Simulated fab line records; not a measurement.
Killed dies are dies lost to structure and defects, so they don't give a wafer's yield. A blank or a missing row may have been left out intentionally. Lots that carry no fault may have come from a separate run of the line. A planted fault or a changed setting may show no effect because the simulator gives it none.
A lot that was struck, set against a sound lot    flow sfq line    37 steps out of a route of 325
Sound: wafers L905.2, L905.3, L905.6. The struck wafers were L907.1, L907.3, L907.5. The cause comes at the end.
Per side, at each step with rows, come the tool, then ch with its chambers, and then its first start. Under that, the readings that differ: sound wafers    struck wafers    difference of the means    sigmas: that difference in standard deviations of wafers without a fault.
alike: words and numbers the same on both sides, and readings whose means are apart by under 2 such deviations; not compared: readings that were withheld, readings missing a value for some wafer, numbers with overlapping values and no deviation given by the record, and bounds like >300 which may hide the same value.
Wherever a step has rows on one side only, a row that says differs or no value, or a row with sigmas, the two part there. Non-overlapping numbers with no deviation appear without sigmas and do not part them. A reading that every wafer of one side lacks parts them only if that side has two wafers or more.

SFQ_R5_THK_MEAS_934: measures by xrf.
  sound: film metro-03 at day 57 17:31; struck: film metro-01 at day 58 17:04
  alike: R5_MONX_THK
then, 6 steps without rows for these wafers: SFQ_TRILAYER_R5_LITHO_COAT_141 (resist thk 62 nm); SFQ_TRILAYER_R5_LITHO_COAT_136 (resist thk 600 nm); SFQ_TRILAYER_R5_LITHO_SOFTBAKE_140; SFQ_TRILAYER_R5_LITHO_EXPOSE_137 (exposes mask R5, target cd 500 nm); SFQ_TRILAYER_R5_LITHO_PEB_139 (peb time 60 s); SFQ_TRILAYER_R5_LITHO_DEVELOP_138 (time 60 s).
-- the record jumps here: 5 days lie between the struck wafers' starts before and after --
SFQ_R5_OVL_MEAS_935:
  sound: overlay-02 at day 63 02:02; struck: overlay-02 at day 63 15:13
  alike: R5_OVL
SFQ_TRILAYER_R5_BARC_OPEN_METAL_ETCH_177: etches BARC in O2, target depth 125 nm, time 41.7 s.
  sound on rie metal-04 ch 0,1, day 63 02:04; struck on rie metal-04 ch 0,1, day 63 15:16
  alike: drypump motor current A, oes product au
  not compared: rf hours counter h
SFQ_TRILAYER_R5_ETCH_METAL_ETCH_139: etches the open film in Cl2, stops on SiO2, target depth 60 nm, time 40 s.
  sound on rie metal-04 ch 0,1, day 63 02:07; struck on rie metal-04 ch 0,1, day 63 15:19
  alike: drypump motor current A, oes product au
  not compared: rf hours counter h
then, 2 steps without rows for these wafers: SFQ_TRILAYER_R5_STRIP_STRIP_140 (strips in O2); SFQ_TRILAYER_R5_STRIP_SOLV_CLEAN_141 (cleans in NMP, time 600 s).
SFQ_TRILAYER_A5C_DEP_PECVD_142: deposits SiO2 from SiH4/N2O, time 15.556 s, target thk 70 nm.
  sound on pecvd-02 ch 1,2, day 63 03:08; struck on pecvd-02 ch 0,1, day 63 16:09
reading                                               sound              struck             difference  sigmas
rf fwd power W (W)                                    181.3 178.3 180.7  207.8 209.9 209.6  +29.0       +24
model.SiO2_of_TRILAYER_A5C_DEP_PECVD_142.thk nm (nm)  68.09 70.26 69.66  74.04 73.38 74.45  +4.62       
  alike: heater power w, throttle valve pct
  not compared: since wet clean h
then, 6 steps without rows for these wafers: SFQ_TRILAYER_I5_LITHO_COAT_149 (resist thk 62 nm); SFQ_TRILAYER_I5_LITHO_COAT_144 (resist thk 650 nm); SFQ_TRILAYER_I5_LITHO_SOFTBAKE_148; SFQ_TRILAYER_I5_LITHO_EXPOSE_145 (exposes mask I5, target cd 700 nm); SFQ_TRILAYER_I5_LITHO_PEB_147 (peb time 60 s); SFQ_TRILAYER_I5_LITHO_DEVELOP_146 (time 60 s).
SFQ_I5_OVL_MEAS_936:
  sound: overlay-02 at day 64 07:20; struck: overlay-02 at day 64 09:44
  alike: I5_OVL
SFQ_TRILAYER_I5_BARC_OPEN_VIA_ETCH_200: etches BARC in O2, target depth 125 nm, time 41.7 s.
  sound on rie diel-03 ch 1,2,3, day 64 07:22; struck on rie diel-03 ch 1,2, day 64 09:46
  alike: drypump motor current A, oes product au
  not compared: rf hours counter h
SFQ_TRILAYER_I5_ETCH_VIA_ETCH_147: etches the open film in CHF3, stops on Nb, target depth 360 nm.
  sound on rie diel-03 ch 1,2,3, day 64 07:25; struck on rie diel-03 ch 1,2, day 64 09:49
  alike: drypump motor current A, oes product au
SFQ_TRILAYER_I5_STRIP_STRIP_148: strips in O2.
  sound on rie metal-01 ch 0,1, day 64 07:34; struck on rie metal-01 ch 0, day 64 09:58
  alike: drypump motor current A, oes product au
  not compared: rf hours counter h
then, 7 steps without rows for these wafers: SFQ_TRILAYER_I5_STRIP_SOLV_CLEAN_149 (cleans in NMP, time 600 s); SFQ_TRILAYER_C5_LITHO_COAT_156 (resist thk 62 nm); SFQ_TRILAYER_C5_LITHO_COAT_151 (resist thk 650 nm); SFQ_TRILAYER_C5_LITHO_SOFTBAKE_155; SFQ_TRILAYER_C5_LITHO_EXPOSE_152 (exposes mask C5, target cd 500 nm); SFQ_TRILAYER_C5_LITHO_PEB_154 (peb time 60 s); SFQ_TRILAYER_C5_LITHO_DEVELOP_153 (time 60 s).
-- the record jumps here: 5 days lie between the struck wafers' starts before and after --
SFQ_C5_OVL_MEAS_937:
  sound: overlay-02 at day 68 21:49; struck: overlay-02 at day 69 01:11
  alike: C5_OVL
then, 1 step without rows for these wafers: SFQ_TRILAYER_C5_BARC_OPEN_VIA_ETCH_210 (etches BARC in O2, target depth 125 nm, time 41.7 s).
SFQ_TRILAYER_C5_ETCH_VIA_ETCH_154: etches SiO2 in CHF3, stops on Nb, target depth 84 nm.
  sound on rie diel-04 ch 0,3, day 68 21:53; struck on rie diel-02 ch 1,2,3, day 69 01:16
reading                         sound              struck             difference  sigmas
oes product au (a.u.)           0.881 0.896 0.890  0.924 0.924 0.928  +0.036      +4
model.C5.feature depth nm (nm)  68.09 70.26 69.66  74.04 73.38 74.45  +4.62       
model.etch.depth nm (nm)        68.09 70.26 69.66  74.04 73.38 74.45  +4.62       
  alike: drypump motor current A
then, 2 steps without rows for these wafers: SFQ_TRILAYER_C5_STRIP_STRIP_155 (strips in O2); SFQ_TRILAYER_C5_STRIP_SOLV_CLEAN_156 (cleans in NMP, time 600 s).
SFQ_TRILAYER_M6_DEP_PRE_CLEAN_158: time 22.5 s.
  sound: pvd sputter-05 at day 68 22:42; struck: pvd sputter-05 at day 69 02:05
reading                                               sound              struck             difference  sigmas
model.SiO2_of_TRILAYER_A5C_DEP_PECVD_142.thk nm (nm)  60.59 62.76 62.16  66.54 65.88 66.95  +4.62       
then, 1 step without rows for these wafers: SFQ_TRILAYER_M6_DEP_SPUTTER_157 (material Nb, target thk 200 nm, time 133.3 s).

WHERE THEY PART
Last at SFQ_TRILAYER_C5_ETCH_VIA_ETCH_154 as far as this record goes, first at SFQ_TRILAYER_A5C_DEP_PECVD_142.

WHY: what the simulator had put in
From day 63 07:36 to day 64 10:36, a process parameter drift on pecvd-02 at SFQ_TRILAYER_A5C_DEP_PECVD_142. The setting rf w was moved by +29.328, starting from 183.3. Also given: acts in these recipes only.
